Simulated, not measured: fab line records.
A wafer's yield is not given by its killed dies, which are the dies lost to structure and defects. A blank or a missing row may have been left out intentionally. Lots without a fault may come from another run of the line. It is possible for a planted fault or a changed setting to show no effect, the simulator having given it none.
8D (eight disciplines) problem report, filled in by code | flow sky130 | the parts of the form that need people (team, actions taken, sign-off) are left out

1. PROBLEM STATEMENT
dose ions cm2 at SKY_LDD_N_IMPLANT_11 reads a mean of 6.184e+13 on 6 wafers of 2 lots; wafers without a fault read 7.501e+13 with a standard deviation of 8.6e+10. That is -99 or more standard deviations from the usual mean.
First observed at day 21 05:38: wafer L562.1, on implanter-04. The record has a number at this step for 42 wafers belonging to 14 lots. Rule for "out", or "out of limits": more than 4 standard deviations from the usual mean. All remaining wafers that have a number are taken as sound.

2. WHAT THIS IS AND IS NOT
question                    | is                                | is not
which readings at this step | dose ions cm2, faraday current uA | -
which lots                  | L562, L563                        | L553, L554, L555, L556, L557, L558, L559, L564, L571, L572, L574, L575
which wafers of those lots  | all that have a number            | -
read on which tools         | implanter-04                      | implanter-02, implanter-03
when                        | from day 21 05:38                 | up to then (21 sound wafers); but 15 sound wafers of L564, L571, L572, L574, L575 came after

3. THE SUSPECTS, EACH WITH WHAT RULES IT OUT
Counting: a tool at a process step up to the reading stays a suspect if it ran every lot that is out and no sound lot after the first of them.
- implanter-04 at SKY_LDD_N_IMPLANT_11: ruled out as a lasting fault. The sound lots L572 went through it after L562, its earliest lot that is out (day 21 05:38).
Left after counting: nothing in the record.

4. THE CAUSE (what the simulator had put in)
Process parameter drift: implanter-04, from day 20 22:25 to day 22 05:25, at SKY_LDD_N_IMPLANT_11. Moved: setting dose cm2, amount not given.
Counting ruled it out, wrongly.

5. THE EFFECT CHAIN, in route order
Each row: a reading where the mean over the struck wafers with a number is more than 3 standard deviations away from the usual. Readings are gone through only where the record gives a usual standard deviation; hours: the median, over the lots, of the time from a lot's start at the first step in this table giving one to that lot's start at this step; sigmas: the change measured in usual standard deviations.
hours | step                 | reading            | usual     | on struck wafers | change     | sigmas
0     | SKY_LDD_N_IMPLANT_11 | dose ions cm2      | 7.501e+13 | 6.184e+13        | -1.317e+13 | -99 or more
0     | SKY_LDD_N_IMPLANT_11 | faraday current uA | 424       | 349              | -75        | -8.6
The process steps in it:
- SKY_LDD_N_IMPLANT_11
Later steps that measure or inspect, where all struck wafers having a row at the step show a number for every such reading and not one has moved that far: SKY_LDD_P_OVL_MEAS_08.

6. HOW IT WOULD HAVE BEEN CAUGHT EARLIER
In this record the first reading out of limits was taken at day 21 05:38, 7 hours after the fault began at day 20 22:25.
